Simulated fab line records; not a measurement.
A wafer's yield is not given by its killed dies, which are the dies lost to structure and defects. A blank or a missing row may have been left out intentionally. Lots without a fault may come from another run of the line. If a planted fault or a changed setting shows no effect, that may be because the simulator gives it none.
Struck lot and sound lot, side by side | flow sfq-line | 28 out of 325 route steps
Sound: wafers L387.1, L387.2, L387.5. Struck: wafer L399.4 (L399.1, L399.6, from the same lot, were not struck and are left out); the cause is given at the end.
For every step that has rows: the tool of each side, followed by ch and its chambers, followed by its first start. Under that, the readings that differ: sound wafers | struck wafers | difference of the means | sigmas: that difference in standard deviations of wafers without a fault.
alike: same words and numbers on both sides, and readings whose means sit less than 2 such deviations apart. not compared: any withheld reading, any reading some wafer has no value for, any bound like >300 that may hide the same value, and any number with overlapping values for which the record gives no deviation.
Wherever a step has rows on one side only, a row that says differs or no value, or a row with sigmas, the two part there. Numbers that have no deviation but don't overlap get no sigmas and don't part them. Lack of a reading on every wafer of one side parts them only where that side has two or more wafers.

first, 6 steps without rows for these wafers: SFQ_TRILAYER_M1_LITHO_COAT_044 (resist thk 62 nm); SFQ_TRILAYER_M1_LITHO_COAT_039 (resist thk 600 nm); SFQ_TRILAYER_M1_LITHO_SOFTBAKE_043; SFQ_TRILAYER_M1_LITHO_EXPOSE_040 (exposes mask M1, target cd 500 nm); SFQ_TRILAYER_M1_LITHO_PEB_042 (peb time 60 s); SFQ_TRILAYER_M1_LITHO_DEVELOP_041 (time 60 s).
SFQ_M1_OVL_MEAS_911:
  sound on overlay-01, day 15 23:46; struck on overlay-01, day 20 17:05
  alike: M1_OVL
SFQ_TRILAYER_M1_BARC_OPEN_METAL_ETCH_054: etches BARC in O2, target depth 125 nm, time 41.7 s.
  sound on rie-metal-01 ch 0,1, day 15 23:48; struck on rie-metal-04 ch 0, day 20 17:07
  alike: drypump-motor-current-A, oes-product-au
  not compared: rf-hours-counter-h
SFQ_TRILAYER_M1_ETCH_METAL_ETCH_042: etches Nb in Cl2/Ar, stops on SiO2, target depth 240 nm, time 120 s.
  sound on rie-metal-01 ch 0,1, day 15 23:52; struck on rie-metal-04 ch 0, day 20 17:11
  alike: drypump-motor-current-A, oes-product-au
  not compared: rf-hours-counter-h
then, 3 steps without rows for these wafers: SFQ_TRILAYER_M1_STRIP_STRIP_043 (strips in O2); SFQ_TRILAYER_M1_STRIP_SOLV_CLEAN_044 (cleans in NMP, time 600 s); SFQ_TRILAYER_I1_DEP_PECVD_045 (deposits SiO2 from SiH4/N2O, time 111.11 s, target thk 500 nm).
SFQ_TRILAYER_I1_CMP_CMP_046: polishes SiO2.
  sound on cmp-02 ch 0,2,3, day 16 01:50; struck on cmp-01 ch 2, day 20 21:04
  reading                                             | sound             | struck | difference | sigmas
  model.SiO2_of_TRILAYER_I1_DEP_PECVD_045.thk-nm (nm) | 200.5 200.4 200.1 | 183.8  | -16.5      |
  alike: motor-current-A, time-to-endpoint-s
SFQ_I1_BOW_MEAS_912:
  sound on film-metro-04, day 16 03:50; struck on film-metro-04, day 20 22:34
  alike: I1_BOW
SFQ_TRILAYER_I1_METRO_MEASURE_047:
  sound on film-metro-04, day 16 03:58; struck on film-metro-04, day 20 22:41
  reading     | sound             | struck | difference | sigmas
  thk-nm (nm) | 200.7 200.4 200.0 | 183.9  | -16.5      | -13
then, 6 steps without rows for these wafers: SFQ_TRILAYER_I1_VIA_LITHO_COAT_054 (resist thk 62 nm); SFQ_TRILAYER_I1_VIA_LITHO_COAT_049 (resist thk 650 nm); SFQ_TRILAYER_I1_VIA_LITHO_SOFTBAKE_053; SFQ_TRILAYER_I1_VIA_LITHO_EXPOSE_050 (exposes mask I1, target cd 500 nm); SFQ_TRILAYER_I1_VIA_LITHO_PEB_052 (peb time 60 s); SFQ_TRILAYER_I1_VIA_LITHO_DEVELOP_051 (time 60 s).
SFQ_I1_OVL_MEAS_913:
  sound on overlay-02, day 17 03:01; struck on overlay-01, day 22 12:41
  alike: I1_OVL
SFQ_TRILAYER_I1_VIA_BARC_OPEN_VIA_ETCH_071: etches BARC in O2, target depth 125 nm, time 41.7 s.
  sound on rie-diel-02 ch 0,1, day 17 03:03; struck on rie-diel-02 ch 1, day 22 12:43
  reading               | sound             | struck | difference | sigmas
  oes-product-au (a.u.) | 0.683 0.688 0.689 | 0.672  | -0.015     | -3
  alike: drypump-motor-current-A
  not compared: rf-hours-counter-h
SFQ_TRILAYER_I1_VIA_ETCH_VIA_ETCH_052: etches SiO2 in CHF3, stops on Nb, target depth 260 nm.
  sound on rie-diel-02 ch 0,1, day 17 03:05; struck on rie-diel-02 ch 1, day 22 12:46
  reading                        | sound             | struck | difference | sigmas
  oes-product-au (a.u.)          | 0.858 0.857 0.858 | 0.812  | -0.046     | -9
  model.I1.feature-depth-nm (nm) | 200.5 200.4 200.1 | 183.8  | -16.5      |
  model.etch.depth-nm (nm)       | 200.5 200.4 200.1 | 183.8  | -16.5      |
  alike: drypump-motor-current-A
SFQ_TRILAYER_I1_VIA_STRIP_STRIP_053: strips in O2.
  sound on rie-metal-02 ch 0,1, day 17 03:13; struck on rie-metal-02 ch 1, day 22 12:52
  alike: drypump-motor-current-A, oes-product-au
  not compared: rf-hours-counter-h
then, 1 step without rows for these wafers: SFQ_TRILAYER_I1_VIA_STRIP_SOLV_CLEAN_054 (cleans in NMP, time 600 s).
SFQ_TRILAYER_M2_DEP_PRE_CLEAN_056: time 22.5 s.
  sound on pvd-sputter-03, day 17 03:59; struck on pvd-sputter-03, day 22 13:38
  reading                                             | sound           | struck | difference | sigmas
  model.SiO2_of_TRILAYER_I1_DEP_PECVD_045.thk-nm (nm) | 193 192.9 192.6 | 176.3  | -16.5      |
SFQ_TRILAYER_M2_DEP_SPUTTER_055: material Nb, target thk 200 nm, time 133.3 s.
  sound on pvd-sputter-03, day 17 04:01; struck on pvd-sputter-03, day 22 13:40
  alike: throttle-valve-pct

## WHERE THEY PART
At SFQ_TRILAYER_I1_METRO_MEASURE_047 first; at SFQ_TRILAYER_I1_VIA_ETCH_VIA_ETCH_052 last (within this record only). Later steps at which nothing parts them and some readings are alike: SFQ_TRILAYER_I1_VIA_STRIP_STRIP_053, SFQ_TRILAYER_M2_DEP_SPUTTER_055.

WHY: what had been put in by the simulator
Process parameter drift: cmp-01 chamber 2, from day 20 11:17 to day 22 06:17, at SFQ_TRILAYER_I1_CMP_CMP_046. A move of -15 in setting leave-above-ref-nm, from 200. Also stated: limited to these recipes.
